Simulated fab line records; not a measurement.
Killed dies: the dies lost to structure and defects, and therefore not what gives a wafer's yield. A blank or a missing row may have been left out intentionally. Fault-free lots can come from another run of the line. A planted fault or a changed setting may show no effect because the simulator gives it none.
A lot that was struck, set against a sound lot | flow sky130 | 15 out of 708 route steps
Sound: these wafers, L146.2, L146.3, L146.6. Struck: wafer L158.5; the same lot's L158.2 was not struck, so it is left out; see the end for the cause.
Per side, at each step with rows, come the tool, then ch with its chambers, and then its first start. Under that, the readings that differ: sound wafers | struck wafers | difference of the means | sigmas: that difference in standard deviations of wafers without a fault.
alike: same words and numbers on both sides, and readings whose means sit less than 2 such deviations apart. not compared: any withheld reading, any reading some wafer has no value for, any bound like >300 that may hide the same value, and any number with overlapping values for which the record gives no deviation.
A row with sigmas, a row that says differs or no value, or rows on one side alone: a step with any of these is where the two part. Numbers that have no deviation but don't overlap get no sigmas and don't part them. A reading that every wafer of one side lacks parts them only if that side has two wafers or more.

first, 8 steps without rows for these wafers: SKY_FIELD_ISO_DEHYDRATE_05 (time 60 s); SKY_FIELD_ISO_HMDS_06 (prime time 60 s); SKY_FIELD_ISO_COAT_07 (resist thk 60 nm); SKY_FIELD_ISO_COAT_08 (resist thk 450 nm); SKY_FIELD_ISO_SOFTBAKE_09 (time 90 s); SKY_FIELD_ISO_EXPOSE_10 (exposes mask FOM, target cd 150 nm); SKY_FIELD_ISO_PEB_11; SKY_FIELD_ISO_DEVELOP_12 (develop time 60 s).
SKY_FIELD_ISO_CD_MEAS_13: the cd target is 150 nm.
  sound on cdSem-01, day 2 08:44; struck on cdSem-02, day 5 12:23
  alike: cdNm
SKY_FIELD_ISO_ETCH_14: etches BARC in N2/H2, stops on SiO2, time 45.9 s, target depth 60 nm.
  sound on rieDiel-03 ch 1,2, day 2 08:50; struck on rieDiel-02 ch 1, day 5 12:29
reading        | sound          | struck | difference | sigmas
runLengthS (s) | 73.9 73.2 73.1 | 75.0   | +1.6       | +3
  alike: drypumpMotorCurrentA, oesProductAu, throttleValvePct
  not compared: rfHoursCounterH
SKY_FIELD_ISO_ETCH_15: etches the open film in CHF3/O2, stops on Si, target depth 180 nm, time 72 s.
  sound on rieDiel-03 ch 1,2, day 2 08:52; struck on rieDiel-02 ch 1, day 5 12:32
  alike: drypumpMotorCurrentA, oesProductAu, runLengthS, throttleValvePct
  not compared: rfHoursCounterH
SKY_FIELD_ISO_STRIP_16: strips in O2/N2.
  sound on plasmaAsher-04 ch 0,1, day 2 08:55; struck on plasmaAsher-04 ch 1, day 5 12:35
  alike: drypumpMotorCurrentA, oesProductAu, stripTimeToEndpointS
  not compared: rfHoursCounterH
SKY_FIELD_ISO_ETCH_17: etches Si in HBr/Cl2/O2, target depth 342 nm, time 97.7 s.
  sound on rieSi-02 ch 1,2,3, day 2 09:01; struck on rieSi-01 ch 1, day 5 12:41
reading                             | sound             | struck | difference | sigmas
oesProductAu (a.u.)                 | 1.001 1.018 1.014 | 0.991  | -0.020     | -2
runLengthS (s)                      | 125.4 126.5 126.7 | 130.8  | +4.6       | +12
model.etch.depthNm (nm)             | 343.3 347.5 345.3 | 354    | +9         | 
model.FIELD_ISO.featureDepthNm (nm) | 343.3 347.5 345.3 | 354    | +9         | 
  alike: drypumpMotorCurrentA, throttleValvePct
  not compared: rfHoursCounterH
then, 1 step without rows for these wafers: SKY_FIELD_ISO_WET_ETCH_18 (etches Si3N4 in H3PO4, target depth 25 nm, time 286 s).
-- a jump in the record: the struck wafers' starts before and after are 45 days apart (it breaks off in module FIELD_ISO and resumes in module PAD_OPEN, where the first step shown is number 708 of the route) --
SKY_PAD_OPEN_PROBE_99:
  sound on prober-01, day 47 02:05; struck on prober-01, day 50 05:47
reading                               | sound                         | struck    | difference | sigmas
model.etest.res_p_drift_20v.lineOhmUm | 1.121e+04 1.151e+04 1.125e+04 | 1.242e+04 | +1.097e+03 | 
model.etest.res_p_drift_20v.rsOhmSq   | 9459 9655 9468                | 1.027e+04 | +7.427e+02 | 
model.etest.pfet_16v.rOnOhmUm         | 1.517e+04 1.538e+04 1.533e+04 | 1.587e+04 | +5.767e+02 | 
model.etest.resNwell.rsOhmSq          | 985.8 1003 982.9              | 1041      | +50        | 
model.etest.capPolyToWell.cAfUm2      | 93.44 89.08 91.68             | 87.34     | -4.06      | 
model.etest.fieldP.vtV (V)            | -42.78 -43.52 -42.9           | -45.64    | -2.57      | 
  alike: killed_at_M0_to_M3, killed_at_M4_up, killedAtContacts, killedAtFrontEnd, killedAtOther, killedDies, killedOnRim, killedOpen, killedShort
  not compared: model.etest.resIsoPwell.rsOhmSq, model.etest.resIsoPwell.lineOhmUm

== WHERE THEY PART ==
First at SKY_FIELD_ISO_ETCH_14; last, within this record, at SKY_FIELD_ISO_ETCH_17. Later steps at which nothing parts them and some readings are alike: SKY_PAD_OPEN_PROBE_99.

WHY: whatever the simulator had introduced
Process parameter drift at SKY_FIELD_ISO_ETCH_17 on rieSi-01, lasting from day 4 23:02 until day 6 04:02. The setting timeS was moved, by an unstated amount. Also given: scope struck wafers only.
